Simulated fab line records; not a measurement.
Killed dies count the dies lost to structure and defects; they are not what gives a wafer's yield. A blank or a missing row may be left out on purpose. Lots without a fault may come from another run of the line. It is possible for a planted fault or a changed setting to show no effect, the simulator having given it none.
Which of the tools did it? / flow gf180mcu / 18 wafers from 6 lots sampled at 2 of the route's 602 steps

WHAT THE GAUGES READ, wafer by wafer
GF_POLY_GATE_CD_MEAS_10: target cd 280 nm.
lot=L813; measured=day 9 12:39; on=cd sem-01; cd nm (nm)=279.8 279.8 279.6
lot=L817; measured=day 10 17:11; on=cd sem-01; cd nm (nm)=276.5 280.1 277.8
lot=L825; measured=day 13 19:02; on=cd sem-02; cd nm (nm)=265.4 265.7 265.4
lot=L829; measured=day 14 22:42; on=cd sem-02; cd nm (nm)=279.6 279.3 281.5
lot=L832; measured=day 15 06:21; on=cd sem-02; cd nm (nm)=280.7 279.9 280.5
lot=L834; measured=day 16 03:43; on=cd sem-01; cd nm (nm)=280.2 280.9 281.8

TOOL THAT RAN EACH LOT (tool first, then ch and the chambers of the sampled wafers, then the start)
lot=L813; GF_POLY_GATE_EXPOSE_07=krf scanner-02 ch 0, day 9 04:29
lot=L817; GF_POLY_GATE_EXPOSE_07=krf scanner-02 ch 0, day 10 08:13
lot=L825; GF_POLY_GATE_EXPOSE_07=krf scanner-01 ch 0, day 13 09:26
lot=L829; GF_POLY_GATE_EXPOSE_07=krf scanner-01 ch 0, day 14 12:29
lot=L832; GF_POLY_GATE_EXPOSE_07=krf scanner-01 ch 0, day 14 19:02
lot=L834; GF_POLY_GATE_EXPOSE_07=krf scanner-01 ch 0, day 15 16:22
- GF_POLY_GATE_EXPOSE_07: exposes mask Poly2, target cd 280 nm.

THE ANSWER, worked out from the rows above alone
Rule: usual is defined by the lots themselves. The widest of any qualifying gaps counts: lots, ordered by their means at a reading, are off when they make up no more than a third of the lots, leave a main group of 4 or more, and stand apart from it by 3 or more times the standard deviation of that group's means. If all means in a main group match to the digits the tables above print for the reading, that group is not used. Also off: a lot with no number at a reading for which 4 or more lots have one. Where the step has rows for the other lots, those lots are counted as sound.
Off, at GF_POLY_GATE_CD_MEAS_10 on cd nm: L825. The main group: mean 279.9 nm, standard deviation 0.95.
A tool fits if, at a process step before that reading, it ran every lot that is off, and no sound lot after the first of them. Those tools and the gauges at GF_POLY_GATE_CD_MEAS_10 are tried in the same way. No candidate that was tried fits.

WHAT THE SIMULATOR HAD PUT IN
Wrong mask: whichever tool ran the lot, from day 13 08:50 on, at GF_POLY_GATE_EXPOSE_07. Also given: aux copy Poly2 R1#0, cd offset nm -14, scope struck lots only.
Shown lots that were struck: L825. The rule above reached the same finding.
